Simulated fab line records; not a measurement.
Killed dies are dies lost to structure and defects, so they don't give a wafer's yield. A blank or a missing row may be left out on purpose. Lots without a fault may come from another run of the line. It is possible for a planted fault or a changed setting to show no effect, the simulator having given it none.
fab line records	flow sky130
record lots=7	wafers=21	last_day=49
route steps=708 shown POLY_GATE@222 PAD_OPEN@708
lots untouched by any fault: they come from a run of this same line in which no faults occurred
start_h: start of the lot's first displayed wafer, in hours after the record's first day	wait_h: hours since the lot's step before	" unchanged from the row above	L1.1+2: one row covering several wafers at once	- no value present, or no start provided	* or withheld: withheld	< > ~ a bound
route shown NAME@n: names a module that has steps shown in the file, with the first one's number in the route	usual: the fault-free wafers' mean and standard deviation	same: alike in all rows	chamber/n: place in a boat	sites: readings site by site	_std_site: how widely they spread, as a standard deviation	_edge_site: outer sites' mean less inner sites'	radius_mm: for every site, how far away it sits from the centre of the wafer	mask NAME#n: copy n	behind: the tool/chamber that last shaped the wafer	hold: why the lot went on hold/how many hours it stayed there/how the hold came to an end	device: transistor that didn't switch, given as n, p or np	end of line: the route-end tests of the same wafers	for a step that has no rows: nothing shown but its recipe	killed: dies lost to structure and defects at the first sort, not the wafer's yield	map: a wafer's dies, marking killed ones x, the rest . and places with no die _
set.NAME: the setting the step ran with; set.NAME@STEP: the setting that earlier step ran with	model.NAME: the simulator's own value behind a step, which no gauge read
certain route steps with their lots: each step a table, each wafer a row
services: a tool's chamber out of use, with start hour (start_h, from the record's first day; less than 0 if before it), hours out, and reason
## steps
# step SKY_POLY_GATE_COAT_08
# recipe resist=KrF-thick	spin_rpm=3000	resist_thk_nm=450
# step SKY_POLY_GATE_SOFTBAKE_09
# recipe temp_c=100	time_s=90	resist=KrF-thick
# step SKY_POLY_GATE_EXPOSE_10
# recipe mask_id=P1M	na=0.68	source_shape=conventional	sigma_outer=0.6	target_cd_nm=150	dose_mj=28
# step SKY_POLY_GATE_PEB_11
# recipe peb_temp_c=withheld	peb_time_s=withheld	resist=KrF-thick
# step SKY_POLY_GATE_DEVELOP_12
# recipe develop_time_s=60	resist=KrF-thick	dev_temp_c=21
# step SKY_POLY_GATE_CD_MEAS_13
# recipe target_cd_nm=150
# usual cd_nm=149.8/1.2
lot.wafer	tool	chamber	start_h	wait_h	cd_nm
L369.2	cd_sem-02	-	367.30	-	149.8
L369.4	"	-	"	"	150.6
L369.5	"	-	"	"	149.5
L370.2	cd_sem-01	-	371.89	-	149.7
L370.4	"	-	"	"	149.7
L370.5	"	-	"	"	149.5
L371.2	cd_sem-02	-	380.29	-	153.3
L371.5	"	-	"	"	152.3
L371.6	"	-	"	"	152.7
L372.3	cd_sem-01	-	401.11	-	150.1
L372.4	"	-	"	"	149.9
L372.6	"	-	"	"	150.5
L376.3	cd_sem-01	-	446.92	-	149.9
L376.4	"	-	"	"	149.6
L376.5	"	-	"	"	149.8
L379.1	cd_sem-01	-	466.83	-	149.9
L379.2	"	-	"	"	149.6
L379.3	"	-	"	"	150.2
L383.2	cd_sem-01	-	510.37	-	148.4
L383.5	"	-	"	"	148.9
L383.6	"	-	"	"	149.2
# step SKY_POLY_GATE_OVL_MEAS_14
# usual POLY_GATE_OVL=-3/6.3
lot.wafer	tool	chamber	start_h	wait_h	POLY_GATE_OVL[nm]
L369.2	overlay-02	-	367.40	0.1	-7
L369.4	"	-	"	"	-7
L369.5	"	-	"	"	-5
L370.2	overlay-01	-	372.00	0.1	9
L370.4	"	-	"	"	4
L370.5	"	-	"	"	10
L371.2	overlay-01	-	380.39	0.1	-12
L371.5	"	-	"	"	5
L371.6	"	-	"	"	-6
L372.3	overlay-02	-	401.20	0.1	-5
L372.4	"	-	"	"	-3
L372.6	"	-	"	"	0
L376.3	overlay-01	-	447.01	0.1	-5
L376.4	"	-	"	"	-8
L376.5	"	-	"	"	-6
L379.1	overlay-01	-	466.95	0.1	-5
L379.2	"	-	"	"	-3
L379.3	"	-	"	"	-2
L383.2	overlay-01	-	510.47	0.1	5
L383.5	"	-	"	"	-3
L383.6	"	-	"	"	1
# step SKY_POLY_GATE_ETCH_15
# recipe chemistry=N2/H2	target=BARC	ion_energy_ev=200	source_w=500	bias_w=100	pressure_mtorr=30	n2_flow_sccm=100	h2_flow_sccm=200	stop_on=SiO2	time_s=118.5	target_depth_a=1100
# usual drypump_motor_current_A=5.7/0.55	h2_flow_sccm=200.1/0.54	oes_product_au=0.716/0.0051	throttle_valve_pct=13.213/0.0096
lot.wafer	tool	chamber	start_h	wait_h	drypump_motor_current_A	h2_flow_sccm	oes_product_au	rf_hours_counter_h	throttle_valve_pct
L369.2	rie_diel-01	0	367.43	0.0	6.0	199.7	0.717	1	13.222
L369.4	"	3	"	"	6.2	200.3	0.719	21	13.210
L369.5	"	1	"	"	6.1	200.6	0.712	-	13.218
L370.2	rie_diel-02	2	372.03	0.0	5.5	199.9	0.720	12	13.193
L370.4	"	0	"	"	5.0	201.7	0.719	46	13.208
L370.5	"	1	"	"	6.6	200.4	0.717	-	13.227
L371.2	rie_diel-01	0	380.42	0.0	6.0	199.0	0.714	2	13.225
L371.5	"	1	"	"	6.1	200.0	0.713	-	13.203
L371.6	"	0	"	"	6.0	200.0	0.715	-	13.227
L372.3	rie_diel-01	2	401.22	0.0	6.2	200.5	0.721	1	13.222
L372.4	"	0	"	"	6.0	200.0	0.712	2	13.218
L372.6	"	1	"	"	6.1	199.7	0.712	-	13.211
L376.3	rie_diel-03	1	447.03	0.0	4.9	199.8	0.715	10	13.218
L376.4	"	3	"	"	6.1	200.4	0.713	10	13.207
L376.5	"	2	"	"	5.1	200.4	0.717	-	13.210
L379.1	rie_diel-02	0	466.98	0.0	5.0	200.8	0.720	48	13.228
L379.2	"	3	"	"	5.2	199.9	0.716	6	13.205
L379.3	"	2	"	"	5.5	200.1	0.722	14	13.208
L383.2	rie_diel-03	3	510.50	0.0	6.1	200.0	0.718	12	13.211
L383.5	"	3	"	"	6.1	199.8	0.726	-	13.209
L383.6	"	2	"	"	5.1	201.5	0.722	-	13.210
# step SKY_POLY_GATE_ETCH_16
# recipe stop_on=poly-Si	chemistry=CH3F/O2	target=Si3N4	source_w=400	bias_w=80	pressure_mtorr=25	ch3f_flow_sccm=40	O2_flow_sccm=30	time_s=147.5	target_depth_a=750
# usual drypump_motor_current_A=5.7/0.55	oes_product_au=0.639/0.0052	throttle_valve_pct=10.535/0.008
lot.wafer	tool	chamber	start_h	wait_h	drypump_motor_current_A	oes_product_au	rf_hours_counter_h	throttle_valve_pct
L369.2	rie_diel-01	0	367.51	0.0	6.0	0.634	1	10.534
L369.4	"	3	"	"	6.1	0.636	21	10.524
L369.5	"	1	"	"	6.1	0.642	-	10.541
L370.2	rie_diel-02	2	372.11	0.0	5.5	0.649	12	10.548
L370.4	"	0	"	"	5.0	0.636	46	10.551
L370.5	"	1	"	"	6.6	0.636	-	10.539
L371.2	rie_diel-01	0	380.51	0.0	6.0	0.631	2	10.528
L371.5	"	1	"	"	6.1	0.638	-	10.531
L371.6	"	0	"	"	6.0	0.645	-	10.537
L372.3	rie_diel-01	2	401.31	0.0	6.3	0.638	2	10.529
L372.4	"	0	"	"	5.9	0.630	2	10.532
L372.6	"	1	"	"	6.1	0.633	-	10.525
L376.3	rie_diel-03	1	447.11	0.0	4.9	0.633	10	10.533
L376.4	"	3	"	"	6.1	0.636	11	10.543
L376.5	"	2	"	"	5.1	0.639	-	10.527
L379.1	rie_diel-02	0	467.06	0.0	5.0	0.634	48	10.539
L379.2	"	3	"	"	5.2	0.638	6	10.529
L379.3	"	2	"	"	5.5	0.639	14	10.548
L383.2	rie_diel-03	3	510.59	0.0	6.1	0.641	12	10.537
L383.5	"	3	"	"	6.1	0.644	-	10.534
L383.6	"	2	"	"	5.1	0.656	-	10.532
# step SKY_POLY_GATE_ETCH_17
# recipe target_depth_nm=180	stop_on=SiO2	over_etch_frac=0.56667	chemistry=HBr/Cl2	target=poly-Si	icp_w=400	bias_w=100	pressure_mtorr=10	HBr_flow_sccm=150	Cl2_flow_sccm=50	time_s=70.5
# usual HBr_flow_sccm=150.0/0.41	drypump_motor_current_A=5.6/0.41	he_backside_leak_sccm=2.83/0.29	oes_product_au=0.986/0.0066	throttle_valve_pct=33.684/0.0095
lot.wafer	tool	chamber	start_h	wait_h	HBr_flow_sccm	drypump_motor_current_A	he_backside_leak_sccm	oes_product_au	rf_hours_counter_h	throttle_valve_pct
L369.2	rie_si-02	3	367.61	0.0	150.1	5.7	2.67	0.989	2	33.690
L369.4	"	2	"	"	150.7	5.5	2.90	0.986	5	33.695
L369.5	"	1	"	"	150.5	5.2	2.80	0.994	-	33.685
L370.2	rie_si-01	0	372.21	0.0	150.4	5.8	2.41	0.985	1	33.694
L370.4	"	3	"	"	149.9	5.8	2.88	0.984	2	33.694
L370.5	"	1	"	"	149.8	5.0	2.72	0.976	-	33.690
L371.2	rie_si-02	3	380.61	0.0	150.7	5.6	2.76	0.988	2	33.680
L371.5	"	0	"	"	149.2	6.3	3.01	0.985	-	33.690
L371.6	"	1	"	"	149.7	5.2	2.80	0.986	-	33.684
L372.3	rie_si-01	1	401.41	0.0	150.5	4.9	2.63	0.982	29	33.686
L372.4	"	2	"	"	150.4	6.0	3.22	0.984	3	33.686
L372.6	"	1	"	"	149.8	5.0	2.53	0.975	-	33.693
L376.3	rie_si-02	2	447.21	0.0	150.3	5.5	2.67	0.989	5	33.684
L376.4	"	1	"	"	150.2	5.2	2.82	0.998	2	33.671
L376.5	"	2	"	"	149.8	5.5	2.84	0.985	-	33.678
L379.1	rie_si-01	0	467.16	0.0	150.1	5.8	2.58	0.985	2	33.703
L379.2	"	2	"	"	150.3	6.0	3.01	0.992	3	33.678
L379.3	"	3	"	"	149.3	5.8	3.03	0.981	3	33.673
L383.2	rie_si-01	3	510.69	0.0	150.5	5.7	3.17	0.971	3	33.672
L383.5	"	3	"	"	150.7	5.8	2.96	0.980	-	33.671
L383.6	"	0	"	"	149.4	5.8	2.62	0.987	-	33.676
# step SKY_POLY_GATE_STRIP_18
# recipe chemistry=O2/N2	power_w=1400	pressure_mtorr=1500	platen_temp_c=withheld	o2_flow_sccm=3000	n2_flow_sccm=300	overash_fraction=0.5
# usual drypump_motor_current_A=5.8/0.51	oes_product_au=0.362/0.0047	strip_time_to_endpoint_s=3.20/0.04
lot.wafer	tool	chamber	start_h	wait_h	drypump_motor_current_A	oes_product_au	rf_hours_counter_h	strip_time_to_endpoint_s
L369.2	plasma_asher-04	1	367.67	0.0	6.4	0.366	62	3.19
L369.4	"	0	"	"	5.3	0.364	-	3.17
L369.5	"	1	"	"	6.4	0.359	-	3.16
L370.2	plasma_asher-04	0	372.26	0.0	5.3	0.366	63	3.23
L370.4	"	0	"	"	5.3	0.354	-	3.16
L370.5	"	1	"	"	6.4	0.358	-	3.22
L371.2	plasma_asher-02	1	380.66	0.0	6.4	0.362	60	3.15
L371.5	"	0	"	"	5.3	0.366	-	3.17
L371.6	"	1	"	"	6.3	0.356	-	3.16
L372.3	plasma_asher-02	1	401.49	0.1	6.4	0.362	-	3.21
L372.4	"	0	"	"	5.3	0.361	-	3.19
L372.6	"	1	"	"	6.3	0.354	-	3.21
L376.3	plasma_asher-01	0	447.30	0.1	5.4	0.367	-	3.21
L376.4	"	1	"	"	6.1	0.363	-	3.25
L376.5	"	0	"	"	5.3	0.361	-	3.23
L379.1	plasma_asher-04	1	467.22	0.0	6.4	0.363	72	3.16
L379.2	"	0	"	"	5.3	0.365	72	3.14
L379.3	"	0	"	"	5.3	0.361	-	3.17
L383.2	plasma_asher-04	1	510.74	0.0	6.4	0.362	77	3.23
L383.5	"	1	"	"	6.4	0.360	-	3.24
L383.6	"	0	"	"	5.3	0.370	-	3.25
# step SKY_POLY_GATE_CLEAN_19
# recipe chemistry=SC1/SC2	mix=1:4:20	temp_c=70	time_s=150	dry=n2_spin
# step SKY_POLY_GATE_OXIDATION_20
# recipe temp_c=850	ambient=O2	stabilise_s=600	purge_s=300	target_thk_a=40	ox_time_s=899
# usual zone_power_centre_pct=15.4/0.36	zone_power_lower_pct=16.9/0.87
lot.wafer	tool	chamber	start_h	wait_h	zone_power_centre_pct	zone_power_lower_pct
L369.2	furnace-01	0	374.04	6.2	15.9	16.0
L369.4	"	0	"	"	15.8	15.9
L369.5	"	0	"	"	15.8	16.2
L370.2	furnace-01	0	374.04	1.6	15.7	16.0
L370.4	"	0	"	"	15.7	16.3
L370.5	"	0	"	"	15.7	16.2
L370.2	furnace-01	0	376.80	1.5	15.9	16.2
L370.4	"	0	"	"	15.9	16.0
L370.5	"	0	"	"	15.7	15.9
L371.2	furnace-01	0	389.19	8.4	15.6	16.0
L371.5	"	0	"	"	15.4	16.0
L371.6	"	0	"	"	15.4	16.2
L372.3	furnace-02	0	406.50	4.9	15.3	17.8
L372.4	"	0	"	"	15.1	17.7
L372.6	"	0	"	"	14.8	17.6
L372.3	furnace-01	0	408.75	1.0	15.8	16.0
L372.4	"	0	"	"	16.0	16.2
L372.6	"	0	"	"	15.7	16.1
L376.3	furnace-02	0	448.82	1.4	14.9	17.8
L376.4	"	0	"	"	15.1	17.9
L376.5	"	0	"	"	14.9	17.4
L379.1	furnace-01	0	467.37	0.0	16.0	16.1
L379.2	"	0	"	"	15.8	16.1
L379.3	"	0	"	"	15.5	15.8
L379.1	furnace-02	0	468.79	0.2	14.9	17.8
L379.2	"	0	"	"	15.1	17.9
L379.3	"	0	"	"	15.2	17.7
L383.2	furnace-02	0	511.46	0.6	15.0	17.7
L383.5	"	0	"	"	15.1	17.5
L383.6	"	0	"	"	15.2	18.2
# step SKY_POLY_GATE_THK_MEAS_21
# recipe reads=SiO2_of_POLY_GATE_OXIDATION_20
# usual POLY_GATE_OXIDATION_THK=3.96/0.072
lot.wafer	tool	chamber	start_h	wait_h	POLY_GATE_OXIDATION_THK[nm]
L369.2	film_metro-04	-	375.30	0.0	4.01
L369.4	"	-	"	"	3.93
L369.5	"	-	"	"	3.89
L370.2	film_metro-01	-	378.06	0.0	6.61
L370.4	"	-	"	"	6.83
L370.5	"	-	"	"	6.67
L370.2	film_metro-01	-	378.29	0.2	6.68
L370.4	"	-	"	"	6.73
L370.5	"	-	"	"	6.68
L371.2	film_metro-02	-	390.45	0.0	3.93
L371.5	"	-	"	"	3.86
L371.6	"	-	"	"	3.92
L372.3	film_metro-02	-	410.02	0.0	6.29
L372.4	"	-	"	"	6.35
L372.6	"	-	"	"	6.33
L372.3	film_metro-02	-	410.39	0.4	6.26
L372.4	"	-	"	"	6.34
L372.6	"	-	"	"	6.34
L376.3	film_metro-04	-	450.09	0.0	3.92
L376.4	"	-	"	"	3.88
L376.5	"	-	"	"	3.87
L379.1	film_metro-01	-	470.04	0.0	6.29
L379.2	"	-	"	"	6.49
L379.3	"	-	"	"	6.38
L379.1	film_metro-01	-	470.26	0.2	6.38
L379.2	"	-	"	"	6.43
L379.3	"	-	"	"	6.42
L383.2	film_metro-01	-	512.72	0.0	3.96
L383.5	"	-	"	"	3.93
L383.6	"	-	"	"	3.96
# step SKY_POLY_GATE_CD_MEAS_22
# usual cd_nm=149.5/2.4
lot.wafer	tool	chamber	start_h	wait_h	cd_nm
L369.2	cd_sem-01	-	375.38	0.1	148.7
L369.4	"	-	"	"	149.8
L369.5	"	-	"	"	150.2
L370.2	cd_sem-02	-	381.08	2.8	150.5
L370.4	"	-	"	"	150.3
L370.5	"	-	"	"	149.6
L371.2	cd_sem-01	-	390.53	0.1	154.3
L371.5	"	-	"	"	152.8
L371.6	"	-	"	"	152.9
L372.3	cd_sem-02	-	414.04	3.6	152.0
L372.4	"	-	"	"	147.8
L372.6	"	-	"	"	150.8
L376.3	cd_sem-01	-	450.19	0.1	148.9
L376.4	"	-	"	"	149.3
L376.5	"	-	"	"	149.0
L379.1	cd_sem-01	-	475.57	5.3	155.2
L379.2	"	-	"	"	150.2
L379.3	"	-	"	"	146.3
L383.2	cd_sem-02	-	512.79	0.1	147.5
L383.5	"	-	"	"	148.6
L383.6	"	-	"	"	148.7
# step SKY_PAD_OPEN_PROBE_99
# usual killed_at_M0_to_M3=43/7.1	killed_at_M4_up=3.2/1.7	killed_at_contacts=24/5.6	killed_at_front_end=16/5	killed_at_other=0.4/0.68	killed_dies=86/9.3	killed_open=47/7.1	killed_short=39/5.7
# same gross_dies=492	killed_at_back_side=0
lot.wafer	tool	chamber	start_h	wait_h	killed_at_M0_to_M3	killed_at_M4_up	killed_at_contacts	killed_at_front_end	killed_at_other	killed_dies	killed_open	killed_short	model.etest.tip_sonos.rs_ohm_sq	model.etest.tip_p.rs_ohm_sq	model.etest.pfet_01v8.r_on_ohm_um	model.etest.res_pdiff.line_ohm_um	model.etest.tip_n.rs_ohm_sq	model.etest.nfet_01v8.r_on_ohm_um	model.etest.res_ndiff.line_ohm_um	model.etest.sonos_uncharged.r_on_ohm_um
L369.2	prober-01	-	1073.31	0.1	46	3	17	20	1	87	50	37	2622	6821	2816	1376	445.2	827.5	764.5	826.8
L369.4	prober-01	-	1073.41	0.2	45	3	27	16	0	91	50	41	2628	6771	2802	1352	447.1	844.2	752.7	819
L369.5	prober-01	-	1073.46	0.2	41	0	30	9	0	80	46	34	2631	6767	2837	1368	447.7	831	759.6	818.5
L370.2	prober-02	-	1077.27	0.1	46	4	34	20	1	105	61	44	3128	7284	3111	1450	489.6	889.1	786.1	849.5
L370.4	prober-02	-	1077.37	0.2	44	2	23	25	2	96	47	47	3173	7237	3142	1458	489.1	873.3	790.5	845.7
L370.5	prober-02	-	1077.42	0.2	35	2	32	22	1	92	45	46	3131	7220	3077	1459	487.9	895.3	803.9	848.6
L371.2	prober-01	-	1090.67	0.1	42	3	31	28	0	104	62	42	2556	6754	2945	1344	447.8	870.6	753.8	815.8
L371.5	prober-01	-	1090.82	0.2	35	3	18	16	0	72	47	25	2536	6786	2884	1365	448.9	840.4	761.9	816.4
L371.6	prober-01	-	1090.87	0.2	50	3	25	23	0	101	52	48	2572	6803	2919	1347	449.4	837.1	744.9	822.1
L372.3	prober-02	-	1099.30	0.2	35	3	25	7	1	71	45	26	2965	7319	3050	1465	492.5	899.8	794.1	831.7
L372.4	prober-02	-	1099.35	0.2	35	7	30	7	1	80	42	38	2982	7339	2962	1473	491.6	865.1	818.8	834
L372.6	prober-02	-	1099.45	0.2	41	0	25	15	0	81	47	34	2972	7232	3076	1487	491.9	886.3	799.8	816
L376.3	prober-02	-	1128.86	0.2	38	2	34	17	1	92	58	34	2694	6926	2838	1360	441.4	844.2	785	806.6
L376.4	prober-02	-	1128.91	0.2	38	2	22	21	1	84	36	47	2672	6832	2863	1371	440.2	838.1	784.6	810.7
L376.5	prober-02	-	1128.96	0.2	54	3	23	13	0	93	51	42	2712	6889	2822	1349	443.7	851.7	759.5	811.9
L379.1	prober-01	-	1139.91	0.1	38	3	27	17	0	85	42	43	3055	7273	3096	1476	485	866.3	803.6	842.2
L379.2	prober-01	-	1139.96	0.1	44	4	14	16	1	79	47	32	3064	7315	2993	1444	490.6	844.5	791.3	816.1
L379.3	prober-01	-	1140.01	0.2	42	3	26	13	1	85	41	44	3078	7293	2918	1466	489.1	833.5	809.3	817.4
L383.2	prober-01	-	1167.43	0.1	69	3	20	12	0	104	54	50	2705	6868	2871	1391	443.5	813.1	786.7	827.4
L383.5	prober-01	-	1167.58	0.2	39	4	24	14	0	81	42	38	2698	6891	2909	1362	444.3	834.7	792.5	822.7
L383.6	prober-01	-	1167.63	0.2	42	4	24	15	3	88	39	46	2633	6901	2865	1406	447.3	846.1	791.9	823.8
# killed by level:class
L369.2 VIA1:geometric_particle:open=11 VIA2:geometric_particle:open=7 VIA1:geometric_particle:short=6 FIELD_ISO:geometric_particle:short=5 CONTACT:geometric_particle:open=5 VIA3:geometric_particle:open=5 FIELD_ISO:geometric_particle:open=4 POLY_GATE:geometric_particle:short=4
L369.4 VIA1:geometric_particle:open=13 CONTACT:geometric_particle:open=10 VIA1:geometric_particle:short=7 POLY_GATE:geometric_particle:short=6 CONTACT:geometric_particle:short=6 VIA3:geometric_particle:open=6 VIA2:geometric_particle:open=5 LI_CONTACT:geometric_particle:open=4
L369.5 VIA1:geometric_particle:open=14 CONTACT:geometric_particle:open=11 LI_CONTACT:geometric_particle:open=8 VIA1:geometric_particle:short=6 CONTACT:geometric_particle:short=6 METAL1:geometric_particle:short=5 METAL2:geometric_particle:short=4 POLY_GATE:geometric_particle:open=3
L370.2 CONTACT:geometric_particle:open=12 METAL1:geometric_particle:short=11 VIA1:geometric_particle:open=9 LI_CONTACT:geometric_particle:open=8 VIA3:geometric_particle:open=8 POLY_GATE:geometric_particle:open=7 FIELD_ISO:geometric_particle:open=4 LI_CONTACT:geometric_particle:short=4
L370.4 VIA3:geometric_particle:open=8 CONTACT:geometric_particle:open=8 VIA1:geometric_particle:short=7 VIA1:geometric_particle:open=7 METAL2:geometric_particle:short=6 POLY_GATE:geometric_particle:short=6 LOCAL_INTERCONNECT:geometric_particle:short=6 FIELD_ISO:geometric_particle:open=5
L370.5 CONTACT:geometric_particle:short=8 CONTACT:geometric_particle:open=8 POLY_GATE:geometric_particle:open=7 POLY_GATE:geometric_particle:short=7 VIA3:geometric_particle:open=7 LOCAL_INTERCONNECT:geometric_particle:short=6 LI_CONTACT:geometric_particle:open=5 VIA1:geometric_particle:open=5
L371.2 CONTACT:geometric_particle:open=12 VIA1:geometric_particle:open=11 VIA2:geometric_particle:open=9 POLY_GATE:geometric_particle:open=7 FIELD_ISO:geometric_particle:open=6 VIA3:geometric_particle:open=6 POLY_GATE:geometric_particle:short=5 LI_CONTACT:geometric_particle:short=5
L371.5 VIA1:geometric_particle:open=12 CONTACT:geometric_particle:open=9 POLY_GATE:geometric_particle:short=5 POLY_GATE:geometric_particle:open=5 LI_CONTACT:geometric_particle:open=5 VIA2:geometric_particle:open=5 VIA3:geometric_particle:open=4 FIELD_ISO:geometric_particle:open=3
L371.6 VIA2:geometric_particle:open=15 VIA1:geometric_particle:open=9 CONTACT:geometric_particle:open=7 FIELD_ISO:geometric_particle:open=6 CONTACT:geometric_particle:short=6 POLY_GATE:geometric_particle:short=6 VIA3:geometric_particle:open=6 FIELD_ISO:geometric_particle:short=5
L372.3 LI_CONTACT:geometric_particle:open=12 CONTACT:geometric_particle:open=11 VIA3:geometric_particle:open=8 VIA1:geometric_particle:short=7 VIA1:geometric_particle:open=6 VIA2:geometric_particle:short=4 POLY_GATE:geometric_particle:open=3 METAL1:geometric_particle:short=3
L372.4 CONTACT:geometric_particle:open=11 LI_CONTACT:geometric_particle:open=9 CONTACT:geometric_particle:short=7 VIA1:geometric_particle:open=6 METAL1:geometric_particle:short=6 VIA3:geometric_particle:open=6 VIA2:geometric_particle:short=4 METAL4:geometric_particle:short=4
L372.6 VIA1:geometric_particle:open=14 CONTACT:geometric_particle:open=12 FIELD_ISO:geometric_particle:short=8 VIA3:geometric_particle:open=7 LI_CONTACT:geometric_particle:open=5 VIA1:geometric_particle:short=5 VIA3:geometric_particle:short=4 FIELD_ISO:geometric_particle:open=3
L376.3 CONTACT:geometric_particle:open=12 VIA1:geometric_particle:open=9 VIA2:geometric_particle:open=8 LI_CONTACT:geometric_particle:open=7 CONTACT:geometric_particle:short=7 SPACER:geometric_particle:open=5 POLY_GATE:geometric_particle:open=4 METAL1:geometric_particle:short=4
L376.4 CONTACT:geometric_particle:open=9 CONTACT:geometric_particle:short=7 METAL1:geometric_particle:short=7 METAL2:geometric_particle:short=6 SPACER:geometric_particle:short=5 LI_CONTACT:geometric_particle:open=5 VIA1:geometric_particle:short=5 VIA1:geometric_particle:open=5
L376.5 VIA3:geometric_particle:open=11 VIA1:geometric_particle:open=10 CONTACT:geometric_particle:open=8 VIA2:geometric_particle:open=7 METAL2:geometric_particle:short=6 FIELD_ISO:geometric_particle:short=5 VIA1:geometric_particle:short=5 LI_CONTACT:geometric_particle:short=5
L379.1 LI_CONTACT:geometric_particle:open=8 CONTACT:geometric_particle:open=7 METAL2:geometric_particle:short=6 CONTACT:geometric_particle:short=6 VIA1:geometric_particle:open=6 VIA2:geometric_particle:open=6 FIELD_ISO:geometric_particle:open=5 FIELD_ISO:geometric_particle:short=4
L379.2 VIA1:geometric_particle:open=14 VIA1:geometric_particle:short=6 POLY_GATE:geometric_particle:open=5 LI_CONTACT:geometric_particle:open=5 METAL2:geometric_particle:open=5 VIA2:geometric_particle:open=4 METAL1:geometric_particle:short=4 CONTACT:geometric_particle:short=3
L379.3 VIA1:geometric_particle:open=12 CONTACT:geometric_particle:short=8 CONTACT:geometric_particle:open=7 METAL1:geometric_particle:short=6 VIA1:geometric_particle:short=5 FIELD_ISO:geometric_particle:short=4 POLY_GATE:geometric_particle:short=4 LI_CONTACT:geometric_particle:short=4
L383.2 VIA1:geometric_particle:open=17 METAL1:geometric_particle:short=9 VIA2:geometric_particle:open=8 VIA2:geometric_particle:short=7 VIA1:geometric_particle:short=7 LI_CONTACT:geometric_particle:open=6 CONTACT:geometric_particle:short=5 METAL2:geometric_particle:short=5
L383.5 VIA1:geometric_particle:open=9 CONTACT:geometric_particle:open=9 VIA1:geometric_particle:short=8 METAL1:geometric_particle:short=7 CONTACT:geometric_particle:short=6 FIELD_ISO:geometric_particle:open=5 FIELD_ISO:geometric_particle:short=5 LI_CONTACT:geometric_particle:open=5
L383.6 VIA1:geometric_particle:open=9 CONTACT:geometric_particle:open=8 POLY_GATE:geometric_particle:short=6 METAL1:geometric_particle:short=6 VIA1:geometric_particle:short=5 METAL3:geometric_particle:short=5 CONTACT:geometric_particle:short=4 LI_CONTACT:geometric_particle:open=4
## services
tool	chamber	start_h	hours	kind
rie_diel-02	-	346.66	0.3	repair
furnace-01	-	347.94	10.2	pm
rie_diel-03	-	349.99	28.1	pm
rie_diel-02	3	352.89	8.4	repair
furnace-02	-	359.45	4.1	pm
furnace-02	-	367.48	37.5	pm
plasma_asher-01	-	370.61	1.4	repair
rie_si-02	3	372.99	1.9	repair
plasma_asher-02	-	379.06	1.5	repair
rie_diel-02	-	392.64	0.3	repair
rie_si-02	0	401.30	5.4	repair
rie_diel-01	2	404.50	18.0	repair
rie_si-02	2	409.21	14.0	repair
rie_si-01	2	411.97	17.1	repair
furnace-01	-	417.68	3.1	pm
plasma_asher-01	-	421.29	9.0	pm
rie_diel-02	3	424.73	4.0	repair
rie_diel-03	1	429.55	1.6	repair
plasma_asher-02	-	455.62	10.8	repair
rie_diel-02	2	455.67	9.0	repair
furnace-01	-	460.36	2.6	pm
rie_diel-02	0	474.45	3.8	repair
rie_si-02	-	489.60	23.7	repair
plasma_asher-02	-	497.04	0.8	repair
## key
first_sign step=SKY_POLY_GATE_OXIDATION_20	reading=visit	direction=added
effect step=SKY_POLY_GATE_THK_MEAS_21	reading=visit	direction=added
effect step=SKY_POLY_GATE_THK_MEAS_21	reading=POLY_GATE_OXIDATION_THK	direction=up	sigmas=35	usual=3.96	struck=6.47
model_effect step=SKY_PAD_OPEN_PROBE_99	value=etest.tip_sonos.rs_ohm_sq	without=2611	struck=3061
met_at SKY_POLY_GATE_OXIDATION_20
struck_wafers L370.2,L370.4,L370.5,L372.3,L372.4,L372.6,L379.1,L379.2,L379.3
tester_left_out L370,L372,L379
fault kind=repeated_step_whole	tool=furnace-01,furnace-02	chamber=-	onset_h=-	steps=SKY_POLY_GATE_OXIDATION_20	times=1	scope=struck_lots_only
# tester_left_out: of these lots the tester's yield and bins aren't shown, on N5 and GAA mostly nor the transistor test; their killed dies are dies lost to structure and defects alone, not to doping, threshold or leakage, so they don't give the yield
